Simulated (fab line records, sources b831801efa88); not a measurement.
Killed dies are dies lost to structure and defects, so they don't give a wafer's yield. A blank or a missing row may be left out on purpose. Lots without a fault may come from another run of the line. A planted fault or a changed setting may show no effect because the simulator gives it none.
fab line records | flow sky130
record lots=13 wafers=39 last_day=50
route steps=708 shown PWDE@52 VT_ADJUST_LVTN@115 GATE_OXIDE@197 PAD_OPEN@708
lots that met no fault: from a run of the same line without faults
start_h: hours from the record's first day to the start of the lot's first wafer shown | wait_h: hours since the lot's step before | " the same as in the row above | L1.1+2: a row that stands for several wafers | - no value, or no start given | * or withheld: withheld | < > ~ a bound
route shown NAME@n: a module of which the file shows steps, and the number in the route of the first | usual: mean/standard deviation of fault-free wafers | same: alike in all rows | chamber/n: place in a boat | sites: the reading at each site | _std_site: their standard deviation | _edge_site: outer sites' mean less inner sites' | radius_mm: how far each site lies from the wafer's centre | mask NAME#n: copy n | behind: the tool/chamber that last shaped the wafer | hold: why the lot was held/for how many hours/how that ended | device: the transistor (n, p or np) that didn't switch | end of line: the same wafers' tests at the end of the route | a step without rows: its recipe alone | killed: dies lost to structure and defects at the first sort, not the wafer's yield | map: a wafer's dies, x killed, . not, _ none there
set.NAME: the setting as run; set.NAME@STEP: as run at that earlier step | model.NAME: the simulator's own value behind a step, which no gauge read
steps of the route over a sample of lots; a table a step, a row a wafer
services: from which hour (start_h, from the record's first day; less than 0 if before it) a tool's chamber was out of use, for how many hours, and why
## steps
# step SKY_PWDE_OVL_MEAS_07
# usual PWDE_OVL=1.3/1.5
# columns lot.wafer tool chamber start_h wait_h PWDE_OVL[nm]
L291.4 overlay-01 - 90.80 - 0.8
L291.5 " - " " -0.3
L291.6 " - " " 0.2
L292.2 overlay-01 - 102.11 - 1.1
L292.4 " - " " -0.3
L292.6 " - " " 1.4
L296.4 overlay-02 - 119.83 - 1.0
L296.5 " - " " 1.4
L296.6 " - " " 3.4
L297.1 overlay-02 - 124.56 - 1.1
L297.3 " - " " 0.2
L297.4 " - " " -1.0
L301.2 overlay-02 - 146.56 - 3.9
L301.4 " - " " 2.8
L301.5 " - " " 0.9
L302.3 overlay-02 - 152.67 - 1.9
L302.5 " - " " 2.7
L302.6 " - " " -0.2
L303.1 overlay-02 - 157.31 - 1.0
L303.4 " - " " 2.2
L303.5 " - " " 3.4
L305.1 overlay-02 - 168.46 - 1.0
L305.2 " - " " 0.4
L305.3 " - " " 0.3
L306.1 overlay-02 - 174.21 - 2.2
L306.3 " - " " 1.9
L306.5 " - " " 1.4
L307.1 overlay-01 - 178.21 - -0.9
L307.4 " - " " 0.7
L307.6 " - " " -0.6
L308.2 overlay-01 - 186.67 - -1.0
L308.3 " - " " -0.7
L308.6 " - " " -0.5
L309.1 overlay-01 - 191.06 - 1.3
L309.2 " - " " 0.6
L309.3 " - " " 0.3
L310.4 overlay-02 - 196.90 - 3.4
L310.5 " - " " 2.9
L310.6 " - " " 1.7
# step SKY_VT_ADJUST_LVTN_OVL_MEAS_18
# usual VT_ADJUST_LVTN_01_OVL=-0.3/1.4
# columns lot.wafer tool chamber start_h wait_h VT_ADJUST_LVTN_01_OVL[nm]
L291.4 overlay-02 - 191.63 0.1 -0.3
L291.5 " - " " -0.2
L291.6 " - " " -1.5
L292.2 overlay-02 - 203.66 0.1 -1.7
L292.4 " - " " -1.6
L292.6 " - " " -1.6
L296.4 overlay-01 - 224.33 0.1 -0.6
L296.5 " - " " -0.1
L296.6 " - " " -1.9
L297.1 overlay-01 - 229.86 0.1 0.7
L297.3 " - " " -0.3
L297.4 " - " " -0.4
L301.2 overlay-01 - 254.56 0.1 0.0
L301.4 " - " " 1.3
L301.5 " - " " 1.9
L302.3 overlay-02 - 263.47 0.1 0.3
L302.5 " - " " -0.4
L302.6 " - " " 0.0
L303.1 overlay-02 - 267.51 0.1 -0.3
L303.4 " - " " 1.1
L303.5 " - " " 0.2
L305.1 overlay-02 - 280.15 0.1 2.6
L305.2 " - " " 0.5
L305.3 " - " " 2.8
L306.1 overlay-02 - 287.76 0.1 -0.1
L306.3 " - " " -2.5
L306.5 " - " " 0.0
L307.1 overlay-02 - 292.56 0.1 1.5
L307.4 " - " " 2.3
L307.6 " - " " 2.0
L308.2 overlay-01 - 302.41 0.1 2.4
L308.3 " - " " 2.9
L308.6 " - " " 1.7
L309.1 overlay-02 - 307.86 0.1 -0.5
L309.2 " - " " 0.3
L309.3 " - " " -0.2
L310.4 overlay-01 - 316.42 0.1 -1.0
L310.5 " - " " -0.6
L310.6 " - " " -2.0
# step SKY_VT_ADJUST_LVTN_IMPLANT_19
# recipe species=B energy_kev=30 dose_cm2=6.5e+11 tilt_deg=withheld
# usual beam_on_s=10.00/0.19 dose_ions_cm2=6.5e+11/6.8e+08 faraday_current_uA=3.67/0.07
# columns lot.wafer tool chamber start_h wait_h beam_on_s dose_ions_cm2 faraday_current_uA
L291.4 implanter-03 0 191.72 0.1 10.22 6.507e+11 3.58
L291.5 " 0 " " 9.93 6.504e+11 3.69
L291.6 " 0 " " 10.17 6.506e+11 3.59
L292.2 implanter-01 0 203.71 0.0 10.21 6.499e+11 3.60
L292.4 " 0 " " 9.82 6.502e+11 3.71
L292.6 " 0 " " 9.79 6.498e+11 3.74
L296.4 implanter-03 0 224.42 0.1 10.19 8.627e+11 4.76
L296.5 " 0 " " 10.16 8.631e+11 4.81
L296.6 " 0 " " 10.01 8.626e+11 4.87
L297.1 implanter-03 0 229.90 0.0 10.06 8.621e+11 4.84
L297.3 " 0 " " 9.89 8.616e+11 4.91
L297.4 " 0 " " 10.21 8.63e+11 4.76
L301.2 implanter-01 0 254.61 0.0 10.17 6.519e+11 3.62
L301.4 " 0 " " 10.45 6.509e+11 3.51
L301.5 " 0 " " 10.00 6.507e+11 3.66
L302.3 implanter-04 0 263.54 0.1 9.97 6.496e+11 3.70
L302.5 " 0 " " 9.86 6.504e+11 3.71
L302.6 " 0 " " 9.87 6.494e+11 3.71
L303.1 implanter-04 0 267.54 0.0 9.60 6.499e+11 3.80
L303.4 " 0 " " 9.42 6.491e+11 3.88
L303.5 " 0 " " 9.81 6.5e+11 3.74
L305.1 implanter-04 0 280.19 0.0 10.03 6.499e+11 3.66
L305.2 " 0 " " 10.39 6.502e+11 3.54
L305.3 " 0 " " 10.12 6.508e+11 3.61
L306.1 implanter-04 0 287.80 0.0 10.00 6.498e+11 3.67
L306.3 " 0 " " 9.90 6.5e+11 3.70
L306.5 " 0 " " 10.03 6.495e+11 3.67
L307.1 implanter-01 0 292.59 0.0 10.13 6.495e+11 3.63
L307.4 " 0 " " 9.84 6.506e+11 3.73
L307.6 " 0 " " 10.03 6.488e+11 3.65
L308.2 implanter-01 0 302.47 0.0 10.17 6.502e+11 3.61
L308.3 " 0 " " 9.70 6.499e+11 3.78
L308.6 " 0 " " 10.02 6.496e+11 3.64
L309.1 implanter-03 0 307.90 0.0 10.22 6.492e+11 3.59
L309.2 " 0 " " 10.10 6.505e+11 3.62
L309.3 " 0 " " 10.15 6.5e+11 3.59
L310.4 implanter-01 0 316.51 0.1 10.31 6.494e+11 3.56
L310.5 " 0 " " 9.85 6.512e+11 3.73
L310.6 " 0 " " 9.74 6.501e+11 3.75
# step SKY_VT_ADJUST_LVTN_TW_MEAS_21
# usual VT_ADJUST_LVTN_2_TW=187.1/1.8
# columns lot.wafer tool chamber start_h wait_h VT_ADJUST_LVTN_2_TW
L291.4 film_metro-02 - 191.93 0.1 187.1
L291.5 " - " " 186.7
L291.6 " - " " 186.4
L292.2 film_metro-02 - 203.95 0.1 187.4
L292.4 " - " " 186.3
L292.6 " - " " 186.8
L296.4 film_metro-02 - 224.63 0.1 203.5
L296.5 " - " " 203.1
L296.6 " - " " 202.3
L297.1 film_metro-02 - 230.15 0.1 202.5
L297.3 " - " " 202.8
L297.4 " - " " 202.9
L301.2 film_metro-04 - 254.85 0.1 184.8
L301.4 " - " " 184.6
L301.5 " - " " 186.1
L302.3 film_metro-03 - 263.76 0.1 189.2
L302.5 " - " " 190.1
L302.6 " - " " 189.9
L303.1 film_metro-04 - 267.79 0.1 186.7
L303.4 " - " " 186.4
L303.5 " - " " 186.0
L305.1 film_metro-02 - 280.44 0.1 188.0
L305.2 " - " " 188.0
L305.3 " - " " 187.8
L306.1 film_metro-03 - 288.05 0.1 188.9
L306.3 " - " " 190.5
L306.5 " - " " 189.3
L307.1 film_metro-04 - 292.84 0.1 185.2
L307.4 " - " " 185.1
L307.6 " - " " 184.8
L308.2 film_metro-03 - 302.70 0.1 189.4
L308.3 " - " " 190.5
L308.6 " - " " 189.9
L309.1 film_metro-04 - 308.15 0.1 185.7
L309.2 " - " " 184.7
L309.3 " - " " 185.7
L310.4 film_metro-03 - 316.72 0.1 189.9
L310.5 " - " " 189.8
L310.6 " - " " 189.3
# step SKY_GATE_OXIDE_OVL_MEAS_10
# usual GATE_OXIDE_OVL=-0.5/1.3
# columns lot.wafer tool chamber start_h wait_h GATE_OXIDE_OVL[nm]
L291.4 overlay-01 - 342.18 0.1 1.5
L291.5 " - " " -2.4
L291.6 " - " " 0.6
L292.2 overlay-01 - 358.31 0.1 0.8
L292.4 " - " " 1.1
L292.6 " - " " 1.0
L296.4 overlay-01 - 386.05 0.1 0.2
L296.5 " - " " 0.5
L296.6 " - " " -0.8
L297.1 overlay-02 - 398.81 0.1 0.7
L297.3 " - " " 0.3
L297.4 " - " " -1.3
L301.2 overlay-02 - 426.17 0.1 -1.1
L301.4 " - " " -1.3
L301.5 " - " " -1.2
L302.3 overlay-01 - 437.22 0.1 1.5
L302.5 " - " " 0.4
L302.6 " - " " 0.0
L303.1 overlay-01 - 441.71 0.1 -0.1
L303.4 " - " " -1.9
L303.5 " - " " 0.3
L305.1 overlay-01 - 462.38 0.1 1.0
L305.2 " - " " 0.0
L305.3 " - " " 1.5
L306.1 overlay-01 - 469.70 0.1 -3.5
L306.3 " - " " -2.0
L306.5 " - " " -2.4
L307.1 overlay-01 - 473.90 0.1 -3.9
L307.4 " - " " 0.4
L307.6 " - " " -0.4
L308.2 overlay-02 - 487.56 0.1 0.7
L308.3 " - " " 0.5
L308.6 " - " " 0.9
L309.1 overlay-01 - 492.21 0.1 -1.9
L309.2 " - " " -1.9
L309.3 " - " " -2.4
L310.4 overlay-01 - 502.83 0.1 -0.1
L310.5 " - " " 0.4
L310.6 " - " " 0.3
# step SKY_PAD_OPEN_PROBE_99
# usual killed_at_M0_to_M3=43/7.9 killed_at_M4_up=2.9/1.8 killed_at_contacts=24/5.5 killed_at_front_end=15/4.2 killed_at_other=0.2/0.46 killed_dies=86/11 killed_open=47/8.1 killed_short=39/6.4
# same gross_dies=492 killed_at_back_side=0
# columns lot.wafer tool chamber start_h wait_h killed_at_M0_to_M3 killed_at_M4_up killed_at_contacts killed_at_front_end killed_at_other killed_dies killed_open killed_short
L301.2 prober-01 - 1163.40 0.1 41 3 15 17 1 77 41 36
L301.4 prober-01 - 1163.50 0.2 59 2 24 25 0 110 65 45
L301.5 prober-01 - 1163.55 0.2 51 2 17 15 1 86 53 33
# killed by level:class
L301.2 VIA3:geometric_particle:open=9 VIA2:geometric_particle:open=6 VIA3:geometric_particle:short=5 FIELD_ISO:geometric_particle:short=4 FIELD_ISO:geometric_particle:open=4 CONTACT:geometric_particle:open=4 METAL1:geometric_particle:short=4 VIA1:geometric_particle:open=4
L301.4 VIA1:geometric_particle:open=13 VIA3:geometric_particle:open=10 POLY_GATE:geometric_particle:open=9 CONTACT:geometric_particle:open=8 VIA2:geometric_particle:open=8 LI_CONTACT:geometric_particle:open=7 METAL2:geometric_particle:short=7 FIELD_ISO:geometric_particle:short=6
L301.5 VIA1:geometric_particle:open=14 VIA3:geometric_particle:open=7 CONTACT:geometric_particle:open=7 METAL1:geometric_particle:short=6 VIA2:geometric_particle:open=6 VIA3:geometric_particle:short=5 LI_CONTACT:geometric_particle:open=5 POLY_GATE:geometric_particle:open=4
## services
# columns tool chamber start_h hours kind
implanter-04 - 194.54 6.0 pm
implanter-03 - 198.47 3.7 repair
implanter-04 - 224.18 2.9 repair
implanter-04 - 240.86 9.3 repair
implanter-01 - 242.58 1.7 repair
implanter-04 - 253.94 2.6 repair
implanter-03 - 279.64 5.3 repair
implanter-01 - 280.40 0.6 repair
implanter-04 - 311.86 3.2 repair
## key
first_sign step=SKY_VT_ADJUST_LVTN_IMPLANT_19 reading=dose_ions_cm2 direction=up sigmas=99+ usual=* struck=*
effect step=SKY_VT_ADJUST_LVTN_IMPLANT_19 reading=faraday_current_uA direction=up sigmas=17 usual=3.67 struck=4.82
effect step=SKY_VT_ADJUST_LVTN_TW_MEAS_21 reading=VT_ADJUST_LVTN_2_TW direction=up sigmas=9 usual=187.1 struck=202.9
met_at SKY_VT_ADJUST_LVTN_IMPLANT_19
struck_lots L296,L297
tester_left_out L296,L297
not_acting_at SKY_PWDE_OVL_MEAS_07,SKY_VT_ADJUST_LVTN_OVL_MEAS_18,SKY_GATE_OXIDE_OVL_MEAS_10
onset_between 191.72 224.42
fault kind=process_parameter_drift tool=implanter-03 chamber=- onset_h=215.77 steps=SKY_VT_ADJUST_LVTN_IMPLANT_19 channel=dose_cm2 offset=* shape=step end_h=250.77 acts_in=* stated=*
# tester_left_out: of these lots the tester's yield and bins aren't shown, on N5 and GAA mostly nor the transistor test; their killed dies are dies lost to structure and defects alone, not to doping, threshold or leakage, so they don't give the yield
